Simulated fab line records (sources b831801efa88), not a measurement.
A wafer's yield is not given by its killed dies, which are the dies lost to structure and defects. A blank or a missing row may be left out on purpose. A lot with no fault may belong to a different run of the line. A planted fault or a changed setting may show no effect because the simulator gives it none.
Which tool did it? + flow sky130 + 13 lots with 39 wafers sampled at 2 steps, on a route of 708 steps

## WHAT EACH GAUGE READ, for each wafer
SKY_POLY_GATE_OVL_MEAS_14.
| lot  | measured     | on         | POLY_GATE_OVL (nm) |
|------|--------------|------------|--------------------|
| L599 | day 16 17:32 | overlay-02 | 2 -4 -2            |
| L600 | day 17 06:28 | overlay-02 | -4 1 -2            |
| L601 | day 17 09:38 | overlay-02 | -1 0 1             |
| L605 | day 18 19:53 | overlay-02 | 9 6 5              |
| L610 | day 20 14:13 | overlay-01 | -13 -12 -15        |
| L611 | day 20 22:50 | overlay-02 | -6 -3 -3           |
| L612 | day 21 08:57 | overlay-01 | -2 -2 -2           |
| L613 | day 21 17:12 | overlay-01 | -3 -4 -3           |
| L617 | day 23 17:41 | overlay-01 | -5 0 -7            |
| L618 | day 23 18:52 | overlay-02 | -2 -14 -6          |
| L619 | day 23 23:01 | overlay-02 | -3 -9 -4           |
| L620 | day 24 04:31 | overlay-02 | 4 1 1              |
| L621 | day 24 17:22 | overlay-01 | -7 -6 -10          |

SKY_LDD_HVN_OVL_MEAS_07.
| lot  | measured     | on         | LDD_HVN_OVL (nm) |
|------|--------------|------------|------------------|
| L599 | day 20 15:18 | overlay-02 | -1.7 -0.8 -1.3   |
| L600 | day 21 07:11 | overlay-01 | 0.6 -0.6 -0.4    |
| L601 | day 21 09:56 | overlay-01 | -1.0 -0.2 0.1    |
| L605 | day 22 19:15 | overlay-01 | -0.9 -2.0 -0.5   |
| L610 | day 24 11:54 | overlay-01 | -2.4 -2.0 -2.1   |
| L611 | day 24 19:43 | overlay-01 | 0.4 2.1 0.7      |
| L612 | day 25 06:32 | overlay-01 | 1.6 2.0 -0.3     |
| L613 | day 25 12:27 | overlay-01 | 0.2 0.8 -0.3     |
| L617 | day 27 12:31 | overlay-02 | 1.6 1.9 1.1      |
| L618 | day 27 13:41 | overlay-01 | 2.2 0.4 1.6      |
| L619 | day 27 18:33 | overlay-02 | -0.8 0.3 0.6     |
| L620 | day 27 22:56 | overlay-01 | -0.4 -1.5 -0.5   |
| L621 | day 28 11:20 | overlay-01 | 0.1 0.9 -0.7     |

## WHICH TOOL RAN EACH LOT (tool, then ch and the chambers of the sampled wafers, then the start)
Record: no process step prior to these readings.

## WHAT THE TOOLS THEMSELVES READ (means of the sampled wafers that have a number; where no wafer has one, the mark that the record gives instead)
The record holds no such reading with a usual standard deviation.

## THE ANSWER, worked out from the rows above alone
Rule: the usual values come from the lots themselves. Put in order of their means at a reading, lots are off if they are a third of the lots or fewer, leave a main group of 4 or more, and stand apart from it by a gap of 3 or more times the standard deviation of the main group's means; of several such gaps the widest counts. A main group whose means are all the same, to the digits that the tables above print for the reading, isn't used. A lot without any number at a reading at which 4 lots or more have one is off too. All remaining lots with rows at the step are treated as sound. Order of review: gauges by route order, followed by the tools' own readings, for which a lot's mean as printed above is used. At the first step where some lot is off, the reading lying furthest off is the one used; lots without a number count as furthest.
Across all readings shown, no lot is off: no conclusion can be drawn from this.

## WHAT THE SIMULATOR PUT IN
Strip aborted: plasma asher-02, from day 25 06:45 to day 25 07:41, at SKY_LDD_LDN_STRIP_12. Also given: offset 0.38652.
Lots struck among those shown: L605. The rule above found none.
